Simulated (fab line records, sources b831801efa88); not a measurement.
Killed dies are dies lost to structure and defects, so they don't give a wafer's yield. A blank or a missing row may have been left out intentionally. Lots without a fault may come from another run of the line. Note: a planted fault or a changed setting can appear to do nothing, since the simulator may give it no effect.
fab line records	flow gf180mcu	part 1 of 2: steps 1 to 23 of 32
record: lots: 5	wafers: 15	last-day: 33
route steps=602 shown POLY_GATE@159 HV_LDD@176
lots that met no fault: taken from a fault-free run of the same line
start-h: the number of hours between the record's first day and the start of the first shown wafer of the lot	wait-h: time in hours since the lot's previous step	" the same as in the row above	L1.1+2: several wafers, shown together as one row	- either no value or no given start	* or withheld: withheld	< > ~ a bound
route shown NAME@n: a module of which the file shows steps, and the number in the route of the first	usual: the fault-free wafers' mean and standard deviation	same: alike in all rows	chamber/n: place in a boat	sites: each site's reading	_std_site: how widely they spread, as a standard deviation	_edge_site: mean of outer sites minus mean of inner sites	radius-mm: how far each site lies from the wafer's centre	mask NAME#n: copy n	behind: the tool/chamber that last shaped the wafer	hold: reason for holding the lot/hours on hold/outcome of the hold	device: whichever transistor did not switch (one of n, p or np)	end of line: the tests these same wafers got at the end of their route	a step with no rows: only its recipe	killed: at the first sort, the dies lost to defects and structure; wafer yield is something else	map: a wafer's dies, marking killed ones x, the rest . and places with no die _
set.NAME: the run value of the setting; set.NAME@STEP: its run value at that earlier step	model.NAME: the simulator's own value behind a step, which no gauge read
lots seen at some steps along the route; tables by step, rows by wafer
services: from which hour (start-h, from the record's first day; less than 0 if before it) a tool's chamber was out of use, for how many hours, and why
== steps ==
step: GF_POLY_GATE_DEHYDRATE_02
recipe: temp-c: 200	time-s: 60
usual: chill-plate-temp-C: 22.98/0.088	heater-power-total-W: 160.38/0.12
lot.wafer	tool	chamber	start-h	wait-h	chill-plate-temp-C	heater-power-total-W
L075.4	litho-track-03	0	192.65	7.1	22.93	160.33
L075.5	"	0	"	"	22.92	160.51
L075.6	"	0	"	"	22.99	160.50
L081.3	litho-track-01	0	230.49	8.5	22.97	160.23
L081.5	"	0	"	"	23.03	160.34
L081.6	"	0	"	"	22.97	160.24
L083.1	litho-track-03	0	247.57	8.4	23.02	160.46
L083.2	"	0	"	"	23.03	160.30
L083.6	"	0	"	"	23.10	160.57
L089.1	litho-track-03	0	301.72	9.3	22.85	160.26
L089.4	"	0	"	"	23.00	160.60
L089.5	"	0	"	"	23.02	160.53
L091.4	litho-track-03	0	326.64	9.3	22.89	160.37
L091.5	"	0	"	"	22.88	160.16
L091.6	"	0	"	"	22.89	160.47
step: GF_POLY_GATE_HMDS_03
recipe: prime-time-s: 60	prime-temp-c: 120
usual: chill-plate-temp-C: 22.96/0.1
same: prime-time-s: 60
lot.wafer	tool	chamber	start-h	wait-h	chill-plate-temp-C
L075.4	litho-track-03	0	192.80	0.1	22.88
L075.5	"	0	"	"	23.09
L075.6	"	0	"	"	22.92
L081.3	litho-track-01	0	230.64	0.1	23.06
L081.5	"	0	"	"	22.93
L081.6	"	0	"	"	23.01
L083.1	litho-track-03	0	247.72	0.1	23.02
L083.2	"	0	"	"	23.08
L083.6	"	0	"	"	23.14
L089.1	litho-track-03	0	301.87	0.1	23.14
L089.4	"	0	"	"	23.05
L089.5	"	0	"	"	22.95
L091.4	litho-track-03	0	326.79	0.1	22.86
L091.5	"	0	"	"	22.88
L091.6	"	0	"	"	22.93
step: GF_POLY_GATE_COAT_04
recipe: resist: BARC	temp-c: withheld	time-s: withheld	spin-rpm: withheld	resist-thk-nm: withheld
usual: chill-plate-temp-C: *
lot.wafer	tool	chamber	start-h	wait-h	chill-plate-temp-C
L075.4	litho-track-03	0	192.95	0.1	*
L075.5	"	0	"	"	*
L075.6	"	0	"	"	*
L081.3	litho-track-01	0	230.79	0.1	*
L081.5	"	0	"	"	*
L081.6	"	0	"	"	*
L083.1	litho-track-03	0	247.87	0.1	*
L083.2	"	0	"	"	*
L083.6	"	0	"	"	*
L089.1	litho-track-03	0	302.02	0.1	*
L089.4	"	0	"	"	*
L089.5	"	0	"	"	*
L091.4	litho-track-03	0	326.94	0.1	*
L091.5	"	0	"	"	*
L091.6	"	0	"	"	*
step: GF_POLY_GATE_COAT_05
recipe: resist: KrF	spin-rpm: withheld	resist-thk-nm: 700
usual: chill-plate-temp-C: 23.01/0.11
lot.wafer	tool	chamber	start-h	wait-h	chill-plate-temp-C
L075.4	litho-track-03	0	-	-	23.06
L075.5	"	0	"	"	23.20
L075.6	"	0	"	"	23.08
L081.3	litho-track-01	0	-	-	23.18
L081.5	"	0	"	"	22.98
L081.6	"	0	"	"	23.02
L083.1	litho-track-03	0	-	-	22.91
L083.2	"	0	"	"	22.91
L083.6	"	0	"	"	22.93
L089.1	litho-track-03	0	-	-	22.86
L089.4	"	0	"	"	22.96
L089.5	"	0	"	"	22.90
L091.4	litho-track-03	0	-	-	22.86
L091.5	"	0	"	"	22.97
L091.6	"	0	"	"	22.90
step: GF_POLY_GATE_SOFTBAKE_06
recipe: temp-c: 130	time-s: 60	resist: KrF
usual: chill-plate-temp-C: 23.03/0.11	heater-power-total-W: 93.05/0.061
lot.wafer	tool	chamber	start-h	wait-h	chill-plate-temp-C	heater-power-total-W
L075.4	litho-track-03	0	-	-	23.20	93.05
L075.5	"	0	"	"	22.95	93.06
L075.6	"	0	"	"	23.16	92.99
L081.3	litho-track-01	0	-	-	23.09	92.98
L081.5	"	0	"	"	23.25	93.06
L081.6	"	0	"	"	23.24	93.04
L083.1	litho-track-03	0	-	-	23.05	93.02
L083.2	"	0	"	"	23.10	93.05
L083.6	"	0	"	"	23.00	93.02
L089.1	litho-track-03	0	-	-	23.05	93.04
L089.4	"	0	"	"	23.11	93.13
L089.5	"	0	"	"	23.09	93.05
L091.4	litho-track-03	0	-	-	23.05	93.07
L091.5	"	0	"	"	22.83	93.03
L091.6	"	0	"	"	23.13	93.01
step: GF_POLY_GATE_EXPOSE_07
recipe: mask-id: Poly2	target-cd-nm: 280	na: 0.68	source-shape: conventional	sigma-outer: 0.6	dose-mj: 28
lot.wafer	tool	chamber	start-h	wait-h	mask
L075.4+5+6	krf-scanner-01	0	-	-	Poly2#0
L081.3+5+6	krf-scanner-01	0	-	-	Poly2#0
L083.1+2+6	krf-scanner-01	0	-	-	Poly2#0
L089.1+4+5	krf-scanner-01	0	-	-	Poly2#0
L091.4+5+6	krf-scanner-02	0	-	-	Poly2#0
step: GF_POLY_GATE_PEB_08
recipe: peb-temp-c: 135	peb-time-s: 90	resist: KrF
usual: chill-plate-temp-C: 22.98/0.11	heater-power-total-W: 85.70/0.088
lot.wafer	tool	chamber	start-h	wait-h	chill-plate-temp-C	heater-power-total-W
L075.4	litho-track-04	0	-	-	23.14	85.88
L075.5	"	0	"	"	23.03	85.75
L075.6	"	0	"	"	22.93	85.65
L081.3	litho-track-03	0	-	-	22.90	85.60
L081.5	"	0	"	"	22.80	85.62
L081.6	"	0	"	"	22.87	85.85
L083.1	litho-track-04	0	-	-	23.07	85.76
L083.2	"	0	"	"	23.04	85.65
L083.6	"	0	"	"	22.94	85.61
L089.1	litho-track-03	0	-	-	23.00	85.66
L089.4	"	0	"	"	22.83	85.75
L089.5	"	0	"	"	22.76	85.80
L091.4	litho-track-03	0	-	-	23.05	85.66
L091.5	"	0	"	"	23.02	85.67
L091.6	"	0	"	"	23.11	85.73
step: GF_POLY_GATE_DEVELOP_09
recipe: develop-time-s: 60	resist: KrF	dev-temp-c: 21
usual: chill-plate-temp-C: 23.00/0.094	developer-temp-C: 20.99/0.12
lot.wafer	tool	chamber	start-h	wait-h	chill-plate-temp-C	developer-temp-C
L075.4	litho-track-04	0	201.29	0.1	22.95	20.96
L075.5	"	0	"	"	22.97	21.01
L075.6	"	0	"	"	22.89	21.13
L081.3	litho-track-03	0	240.17	0.1	22.95	20.93
L081.5	"	0	"	"	23.04	21.08
L081.6	"	0	"	"	23.05	20.76
L083.1	litho-track-04	0	257.32	0.2	22.94	20.87
L083.2	"	0	"	"	23.12	21.21
L083.6	"	0	"	"	22.94	20.84
L089.1	litho-track-03	0	312.97	0.2	23.07	21.07
L089.4	"	0	"	"	23.17	21.10
L089.5	"	0	"	"	23.06	21.01
L091.4	litho-track-03	0	337.99	0.1	23.10	20.96
L091.5	"	0	"	"	22.85	21.01
L091.6	"	0	"	"	22.85	20.90
step: GF_POLY_GATE_CD_MEAS_10
recipe: target-cd-nm: 280
usual: cd-nm: 280.0/1.3
lot.wafer	tool	chamber	start-h	wait-h	cd-nm
L075.4	cd-sem-02	-	201.43	0.1	281.6
L075.5	"	-	"	"	281.2
L075.6	"	-	"	"	279.7
L081.3	cd-sem-02	-	240.31	0.1	281.0
L081.5	"	-	"	"	280.3
L081.6	"	-	"	"	279.2
L083.1	cd-sem-01	-	257.47	0.1	279.0
L083.2	"	-	"	"	278.6
L083.6	"	-	"	"	279.1
L089.1	cd-sem-02	-	313.12	0.1	278.8
L089.4	"	-	"	"	278.3
L089.5	"	-	"	"	278.6
L091.4	cd-sem-01	-	338.13	0.1	279.1
L091.5	"	-	"	"	278.9
L091.6	"	-	"	"	279.5
step: GF_POLY_GATE_OVL_MEAS_11
usual: POLY_GATE_OVL: 0/4.4
lot.wafer	tool	chamber	start-h	wait-h	POLY_GATE_OVL[nm]
L075.4	overlay-01	-	201.51	0.1	0
L075.5	"	-	"	"	3
L075.6	"	-	"	"	3
L081.3	overlay-02	-	240.40	0.1	0
L081.5	"	-	"	"	-8
L081.6	"	-	"	"	1
L083.1	overlay-01	-	257.59	0.1	-4
L083.2	"	-	"	"	2
L083.6	"	-	"	"	-1
L089.1	overlay-01	-	313.24	0.1	-1
L089.4	"	-	"	"	-3
L089.5	"	-	"	"	-1
L091.4	overlay-01	-	338.21	0.1	5
L091.5	"	-	"	"	-5
L091.6	"	-	"	"	0
step: GF_POLY_GATE_ETCH_12
recipe: chemistry: N2/H2	target-depth-a: withheld	overetch-a: withheld	time-s: withheld	target: BARC	ion-energy-ev: 200	source-w: 500	bias-w: 100	pressure-mtorr: 30	n2-flow-sccm: 100	h2-flow-sccm: 200
usual: chamber-pressure-mTorr: 29.998/0.025	drypump-motor-current-A: 5.9/0.36	oes-product-au: 0.735/0.0045	throttle-valve-pct: 13.215/0.0092
lot.wafer	tool	chamber	start-h	wait-h	chamber-pressure-mTorr	drypump-motor-current-A	oes-product-au	throttle-valve-pct
L075.4	rie-diel-04	2	201.55	0.0	29.996	6.6	0.740	13.222
L075.5	"	0	"	"	30.027	6.0	0.737	13.221
L075.6	"	3	"	"	30.030	5.6	0.732	13.238
L081.3	rie-diel-04	1	240.43	0.0	29.996	5.8	0.741	13.210
L081.5	"	3	"	"	29.987	5.6	0.737	13.196
L081.6	"	1	"	"	29.977	5.8	0.739	13.225
L083.1	rie-diel-02	1	257.62	0.0	29.968	5.5	0.744	13.231
L083.2	"	0	"	"	30.023	6.1	0.734	13.222
L083.6	"	1	"	"	30.045	5.5	0.733	13.203
L089.1	rie-diel-03	3	313.27	0.0	29.968	5.8	0.738	13.205
L089.4	"	0	"	"	29.985	5.5	0.737	13.215
L089.5	"	3	"	"	30.035	5.8	0.732	13.220
L091.4	rie-diel-02	3	338.22	0.0	30.028	6.3	0.729	13.207
L091.5	"	2	"	"	30.011	5.9	0.740	13.230
L091.6	"	1	"	"	30.015	5.5	0.735	13.215
step: GF_POLY_GATE_ETCH_13
recipe: target: poly-Si	target-depth-nm: 198.5	stop-on: SiO2	over-etch-frac: 0.403	chemistry: HBr/Cl2	icp-w: 400	bias-w: 100	pressure-mtorr: 10	HBr_flow_sccm: 150	Cl2_flow_sccm: 50	time-s: 69.6
usual: chamber-pressure-mTorr: 10.001/0.011	drypump-motor-current-A: 5.7/0.36	mfc-cl2-sccm: 50.01/0.14	oes-product-au: 0.992/0.007	throttle-valve-pct: 33.684/0.008
lot.wafer	tool	chamber	start-h	wait-h	chamber-pressure-mTorr	drypump-motor-current-A	mfc-cl2-sccm	oes-product-au	rf-hours-counter-h	throttle-valve-pct
L075.4	rie-si-02	2	201.58	-	10.010	6.2	49.99	0.986	5	33.693
L075.5	"	0	"	"	10.029	5.8	50.04	0.995	-	33.679
L075.6	"	1	"	"	9.988	5.3	50.02	1.000	-	33.679
L081.3	rie-si-01	2	240.48	-	9.996	5.5	49.87	0.996	58	33.691
L081.5	"	0	"	"	9.979	6.2	49.88	0.986	-	33.693
L081.6	"	1	"	"	9.993	5.7	50.08	0.992	-	33.678
L083.1	rie-si-01	0	257.67	-	10.010	6.2	50.06	0.984	4	33.686
L083.2	"	3	"	"	10.010	5.2	50.24	0.996	5	33.667
L083.6	"	3	"	"	10.021	5.2	50.04	0.998	-	33.696
L089.1	rie-si-01	0	313.33	-	9.994	6.2	50.01	0.974	4	33.688
L089.4	"	2	"	"	9.990	5.5	50.01	0.989	59	33.691
L089.5	"	0	"	"	10.014	6.2	50.07	0.982	-	33.680
L091.4	rie-si-02	1	338.27	-	9.986	5.3	50.04	0.993	11	33.688
L091.5	"	1	"	"	9.998	5.3	50.30	0.996	-	33.688
L091.6	"	0	"	"	9.998	5.7	49.73	0.990	-	33.677
step: GF_POLY_GATE_STRIP_14
recipe: chemistry: O2/N2	power-w: 1400	pressure-mtorr: 1500	platen-temp-c: 250	o2-flow-sccm: 3000	n2-flow-sccm: 300	overash-fraction: 0.5
usual: chamber-pressure-mTorr: 1500.2/1.4	drypump-motor-current-A: 5.7/0.6	heater-power-w: 352/29	oes-product-au: 0.504/0.0043
lot.wafer	tool	chamber	start-h	wait-h	chamber-pressure-mTorr	drypump-motor-current-A	heater-power-w	oes-product-au	rf-hours-counter-h
L075.4	plasma-asher-04	1	201.66	0.1	1502.5	4.8	419	0.504	-
L075.5	"	1	"	"	1501.2	4.8	400	0.502	-
L075.6	"	0	"	"	1500.1	6.3	342	0.506	-
L081.3	plasma-asher-04	1	240.57	0.1	1499.7	4.8	397	0.502	-
L081.5	"	1	"	"	1499.7	4.8	402	0.500	-
L081.6	"	0	"	"	1501.0	6.3	332	0.502	-
L083.1	plasma-asher-01	1	257.73	0.0	1497.1	6.3	379	0.504	61
L083.2	"	0	"	"	1500.0	6.5	339	0.504	61
L083.6	"	0	"	"	1499.4	6.5	341	0.509	-
L089.1	plasma-asher-04	0	313.38	0.0	1501.4	6.3	341	0.503	63
L089.4	"	1	"	"	1501.3	4.8	405	0.502	-
L089.5	"	0	"	"	1499.8	6.3	337	0.507	-
L091.4	plasma-asher-03	1	338.36	0.1	1500.5	5.2	312	0.503	-
L091.5	"	0	"	"	1502.3	5.6	371	0.501	-
L091.6	"	1	"	"	1501.5	5.3	318	0.497	-
step: GF_POLY_GATE_CLEAN_15
recipe: chemistry: SC1/SC2	mix: 1:4:20	temp-c: 70	time-s: 150	dry: n2-spin
lot.wafer	tool	chamber	start-h	wait-h
L075.4+5+6	wet-bench-03	2	201.73	0.0
L081.3+5+6	wet-bench-03	2	240.63	0.0
L083.1+2+6	wet-bench-03	3	257.83	0.1
L089.1+4+5	wet-bench-04	3	313.48	0.1
L091.4+5+6	wet-bench-02	3	338.43	0.0
step: GF_POLY_GATE_OXIDATION_16
recipe: temp-c: 850	ambient: O2	stabilise-s: 600	purge-s: 300	target-thk-a: 40	ox-time-s: 899
usual: ox-temp-c: 850.0/0.36	spike-tc-bottom-C: 871.3/2.2	spike-tc-lower-C: 849.7/1.6
lot.wafer	tool	chamber	start-h	wait-h	ox-temp-c	spike-tc-bottom-C	spike-tc-lower-C
L075.4	furnace-02	0	201.90	0.1	850.3	868.6	851.5
L075.5	"	0	"	"	850.0	868.2	850.9
L075.6	"	0	"	"	849.6	869.3	852.3
L081.3	furnace-01	0	240.88	0.2	849.6	873.8	848.5
L081.5	"	0	"	"	850.0	871.6	847.2
L081.6	"	0	"	"	849.9	875.1	847.5
L083.1	furnace-01	0	258.07	0.2	850.8	871.5	849.2
L083.2	"	0	"	"	850.9	873.0	849.8
L083.6	"	0	"	"	851.0	871.5	849.3
L089.1	furnace-02	0	315.90	2.4	850.3	870.2	851.8
L089.4	"	0	"	"	849.9	869.7	851.0
L089.5	"	0	"	"	850.7	870.0	850.8
L091.4	furnace-01	0	343.56	5.1	849.8	872.1	848.4
L091.5	"	0	"	"	850.4	872.8	849.9
L091.6	"	0	"	"	850.6	870.8	847.8
step: GF_POLY_GATE_THK_MEAS_17
recipe: reads: SiO2_of_POLY_GATE_OXIDATION_16
usual: POLY_GATE_OXIDATION_THK: 3.98/0.094
lot.wafer	tool	chamber	start-h	wait-h	POLY_GATE_OXIDATION_THK[nm]
L075.4	film-metro-01	-	203.18	0.0	4.03
L075.5	"	-	"	"	3.96
L075.6	"	-	"	"	3.97
L081.3	film-metro-01	-	242.15	0.0	3.88
L081.5	"	-	"	"	3.94
L081.6	"	-	"	"	3.92
L083.1	film-metro-01	-	259.32	0.0	3.89
L083.2	"	-	"	"	3.87
L083.6	"	-	"	"	3.95
L089.1	film-metro-01	-	317.15	0.0	3.98
L089.4	"	-	"	"	3.99
L089.5	"	-	"	"	3.95
L091.4	film-metro-01	-	344.84	0.0	3.93
L091.5	"	-	"	"	3.85
L091.6	"	-	"	"	3.90
step: GF_POLY_GATE_CD_MEAS_18
usual: cd-nm: 280.2/1.8
lot.wafer	tool	chamber	start-h	wait-h	cd-nm
L075.4	cd-sem-02	-	203.29	0.1	281.1
L075.5	"	-	"	"	280.5
L075.6	"	-	"	"	279.5
L081.3	cd-sem-01	-	242.24	0.1	281.5
L081.5	"	-	"	"	281.9
L081.6	"	-	"	"	281.0
L083.1	cd-sem-01	-	259.38	0.1	280.5
L083.2	"	-	"	"	281.2
L083.6	"	-	"	"	280.3
L089.1	cd-sem-02	-	317.21	0.1	279.5
L089.4	"	-	"	"	277.3
L089.5	"	-	"	"	279.1
L091.4	cd-sem-01	-	344.95	0.1	278.7
L091.5	"	-	"	"	276.9
L091.6	"	-	"	"	281.1
step: GF_HV_LDD_DEHYDRATE_00
recipe: temp-c: 200	time-s: 60
usual: chill-plate-temp-C: 23.01/0.1	heater-power-total-W: 160.39/0.12
lot.wafer	tool	chamber	start-h	wait-h	chill-plate-temp-C	heater-power-total-W
L075.4	litho-track-03	0	211.20	7.9	22.90	160.31
L075.5	"	0	"	"	22.87	160.20
L075.6	"	0	"	"	22.93	160.30
L081.3	litho-track-03	0	251.02	8.7	23.08	160.47
L081.5	"	0	"	"	22.91	160.54
L081.6	"	0	"	"	23.13	160.56
L083.1	litho-track-02	0	268.33	8.9	23.22	160.46
L083.2	"	0	"	"	23.02	160.40
L083.6	"	0	"	"	23.05	160.61
L089.1	litho-track-01	0	326.29	9.1	22.87	160.31
L089.4	"	0	"	"	23.01	160.23
L089.5	"	0	"	"	22.95	160.42
L091.4	litho-track-02	0	354.15	9.2	23.00	160.31
L091.5	"	0	"	"	23.00	160.54
L091.6	"	0	"	"	22.93	160.24
step: GF_HV_LDD_HMDS_01
recipe: prime-time-s: 60	prime-temp-c: 120
usual: chill-plate-temp-C: 23.01/0.11
same: prime-time-s: 60
lot.wafer	tool	chamber	start-h	wait-h	chill-plate-temp-C
L075.4	litho-track-03	0	211.35	0.1	23.01
L075.5	"	0	"	"	23.09
L075.6	"	0	"	"	23.05
L081.3	litho-track-03	0	251.17	0.1	23.10
L081.5	"	0	"	"	23.05
L081.6	"	0	"	"	23.21
L083.1	litho-track-02	0	268.48	0.1	22.86
L083.2	"	0	"	"	23.03
L083.6	"	0	"	"	22.91
L089.1	litho-track-01	0	326.44	0.1	23.01
L089.4	"	0	"	"	22.94
L089.5	"	0	"	"	23.11
L091.4	litho-track-02	0	354.30	0.1	23.16
L091.5	"	0	"	"	23.07
L091.6	"	0	"	"	23.19
step: GF_HV_LDD_COAT_02
recipe: resist: NOVOLAK	spin-rpm: 3000	resist-thk-nm: 1000
usual: chill-plate-temp-C: 23.01/0.11
lot.wafer	tool	chamber	start-h	wait-h	chill-plate-temp-C
L075.4	litho-track-03	0	211.50	0.1	22.88
L075.5	"	0	"	"	22.81
L075.6	"	0	"	"	22.96
L081.3	litho-track-03	0	251.32	0.1	22.89
L081.5	"	0	"	"	22.96
L081.6	"	0	"	"	22.96
L083.1	litho-track-02	0	268.63	0.1	22.98
L083.2	"	0	"	"	22.98
L083.6	"	0	"	"	23.06
L089.1	litho-track-01	0	326.59	0.1	23.04
L089.4	"	0	"	"	23.05
L089.5	"	0	"	"	23.10
L091.4	litho-track-02	0	354.45	0.1	23.19
L091.5	"	0	"	"	22.96
L091.6	"	0	"	"	23.05
step: GF_HV_LDD_SOFTBAKE_03
recipe: temp-c: 90	time-s: 60	resist: NOVOLAK
usual: chill-plate-temp-C: 23.01/0.095	heater-power-total-W: 56.59/0.044
lot.wafer	tool	chamber	start-h	wait-h	chill-plate-temp-C	heater-power-total-W
L075.4	litho-track-03	0	211.65	0.1	22.94	56.67
L075.5	"	0	"	"	22.78	56.55
L075.6	"	0	"	"	23.07	56.62
L081.3	litho-track-03	0	251.47	0.1	23.14	56.63
L081.5	"	0	"	"	23.13	56.56
L081.6	"	0	"	"	23.06	56.50
L083.1	litho-track-02	0	268.78	0.1	23.04	56.61
L083.2	"	0	"	"	22.99	56.58
L083.6	"	0	"	"	22.95	56.51
L089.1	litho-track-01	0	326.74	0.1	23.04	56.61
L089.4	"	0	"	"	23.05	56.63
L089.5	"	0	"	"	23.02	56.65
L091.4	litho-track-02	0	354.60	0.1	23.04	56.60
L091.5	"	0	"	"	23.13	56.61
L091.6	"	0	"	"	22.97	56.55
step: GF_HV_LDD_EXPOSE_04
recipe: mask-id: Nplus_LV_AREA	target-cd-nm: 400	na: 0.6	source-shape: conventional	sigma-outer: 0.6	dose-mj: 140
lot.wafer	tool	chamber	start-h	wait-h	mask
L075.4+5+6	iline-stepper-01	0	-	-	Nplus_LV_AREA#0
L081.3+5+6	iline-stepper-02	0	-	-	Nplus_LV_AREA#0
L083.1+2+6	iline-stepper-02	0	-	-	Nplus_LV_AREA#0
L089.1+4+5	iline-stepper-01	0	-	-	Nplus_LV_AREA#0
L091.4+5+6	iline-stepper-02	0	-	-	Nplus_LV_AREA#0
step: GF_HV_LDD_PEB_05
recipe: temp-c: withheld	time-s: *	resist: NOVOLAK
usual: chill-plate-temp-C: *
lot.wafer	tool	chamber	start-h	wait-h	chill-plate-temp-C
L075.4	litho-track-01	0	-	-	*
L075.5	"	0	"	"	*
L075.6	"	0	"	"	*
L081.3	litho-track-01	0	-	-	*
L081.5	"	0	"	"	*
L081.6	"	0	"	"	*
L083.1	litho-track-03	0	-	-	*
L083.2	"	0	"	"	*
L083.6	"	0	"	"	*
L089.1	litho-track-02	0	-	-	*
L089.4	"	0	"	"	*
L089.5	"	0	"	"	*
L091.4	litho-track-02	0	-	-	*
L091.5	"	0	"	"	*
L091.6	"	0	"	"	*
